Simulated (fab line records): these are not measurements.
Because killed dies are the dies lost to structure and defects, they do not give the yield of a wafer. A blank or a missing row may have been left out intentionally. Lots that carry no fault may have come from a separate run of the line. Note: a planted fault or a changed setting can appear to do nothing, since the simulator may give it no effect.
A struck lot beside a sound one	flow sky130	16 steps out of a route of 708
Sound: the wafers L139.2, L139.3, L139.6. Struck: wafer L148.1. (L148.3, L148.5 of the same lot were not struck and are left out.) The cause comes at the end.
Per side, at each step with rows, come the tool, then ch with its chambers, and then its first start. Under that, the readings that differ: sound wafers	struck wafers	difference of the means	sigmas: that difference in standard deviations of wafers without a fault.
alike: readings with means less than 2 such deviations apart, plus words and numbers identical on both sides. not compared: withheld readings, readings lacking a value on some wafer, bounds such as >300 that could conceal the same value, and numbers that have no deviation in the record and whose values overlap.
Wherever a step has rows on one side only, a row that says differs or no value, or a row with sigmas, the two part there. Numbers that don't overlap but have no deviation are shown without sigmas and don't part them. A reading missing from all wafers of one side parts the sides only when that side holds two or more wafers.

first, 2 steps without rows for these wafers: SKY_LOCAL_INTERCONNECT_PEB_09; SKY_LOCAL_INTERCONNECT_DEVELOP_10 (develop time 60 s).
SKY_LOCAL_INTERCONNECT_CD_MEAS_11: the cd target is 170 nm.
  struck on cd_sem-02, day 36 10:18; sound on cd_sem-01, day 33 16:25
  alike: cd_nm
SKY_LOCAL_INTERCONNECT_OVL_MEAS_12:
  struck on overlay-02, day 36 10:25; sound on overlay-01, day 33 16:32
  alike: LOCAL_INTERCONNECT_OVL
SKY_LOCAL_INTERCONNECT_ETCH_13: etches BARC in N2/H2, stops on SiO2, time 45.9 s, target depth 60 nm.
  sound on rie_metal-01 ch 0,1, day 33 16:34; struck on rie_metal-02 ch 0, day 36 10:28
  alike: drypump_motor_current_A, oes_product_au, throttle_valve_pct
  not compared: rf_hours_counter_h
SKY_LOCAL_INTERCONNECT_METAL_ETCH_14: etches TiN in Cl2/BCl3, stops on PSG, target depth 110 nm, time 31.4 s.
  sound on rie_metal-01 ch 0,1, day 33 16:37; struck on rie_metal-02 ch 0, day 36 10:31
reading	sound	struck	difference	sigmas
throttle_valve_pct (%)	21.888 21.897 21.887	21.911	+0.020	+2
  alike: drypump_motor_current_A, oes_product_au
  not compared: rf_hours_counter_h
SKY_LOCAL_INTERCONNECT_STRIP_15: strips in O2/N2.
  sound on plasma_asher-04 ch 0,1, day 33 16:40; struck on plasma_asher-01 ch 0, day 36 10:34
reading	sound	struck	difference	sigmas
drypump_motor_current_A (A)	5.88 5.79 5.76	5.27	-0.54	-3
  alike: oes_product_au, strip_time_to_endpoint_s
  not compared: rf_hours_counter_h
then, 3 steps without rows for these wafers: SKY_LOCAL_INTERCONNECT_STRIP_16 (strips in post etch residue remover, time 1200 s); SKY_LOCAL_INTERCONNECT_CLEAN_17 (cleans in IPA, time 180 s); SKY_LOCAL_INTERCONNECT_CLEAN_18 (cleans in O3/DIW).
SKY_CONTACT_CVD_00: deposits Si3N4, target thk 75 nm.
  sound on pecvd-04 ch 0,2, day 33 17:16; struck on pecvd-03 ch 2, day 36 11:10
reading	sound	struck	difference	sigmas
heater_power_w (W)	687 645 628	876	+223	+2
SKY_CONTACT_THK_MEAS_01:
  struck on film_metro-04, day 36 11:12; sound on film_metro-04, day 33 17:19
  alike: CONTACT_CVD_00_THK
SKY_CONTACT_HDPCVD_02: deposits SiO2, target thk 565 nm, time 94.2 s.
  sound on hdpcvd-01 ch 0,1, day 33 17:22; struck on hdpcvd-02 ch 0, day 36 11:16
reading	sound	struck	difference	sigmas
run_length_s (s)	121.7 122.6 121.7	105.1	-16.9	-22
model.SiO2_of_CONTACT_HDPCVD_02.thk_nm (nm)	567.1 559.7 568.6	469.3	-95.8	
SKY_CONTACT_THK_MEAS_03:
  struck on film_metro-02, day 36 11:33; sound on film_metro-02, day 33 17:26
reading	sound	struck	difference	sigmas
CONTACT_HDPCVD_THK (nm)	567 560 568	469	-96	-20
  not compared: hold
SKY_CONTACT_CMP_04: polishes SiO2.
  sound on cmp-01 ch 0,1, day 33 17:31; struck on cmp-01 ch 1, day 36 13:39
reading	sound	struck	difference	sigmas
hold	- - -	await_dispo/1.7h/release	no value on the sound wafers	
time_to_endpoint_s (s)	87 80 85	45	-39	-9
  alike: head_pressure_psi, motor_current_A
SKY_CONTACT_BOW_MEAS_05:
  struck on film_metro-04, day 36 13:57; sound on film_metro-02, day 33 17:50
  alike: CONTACT_BOW

== WHERE THEY PART ==
At SKY_LOCAL_INTERCONNECT_METAL_ETCH_14 first; at SKY_CONTACT_CMP_04 last (within this record only). Later steps at which nothing parts them and some readings are alike: SKY_CONTACT_BOW_MEAS_05.

WHY: whatever the simulator had introduced
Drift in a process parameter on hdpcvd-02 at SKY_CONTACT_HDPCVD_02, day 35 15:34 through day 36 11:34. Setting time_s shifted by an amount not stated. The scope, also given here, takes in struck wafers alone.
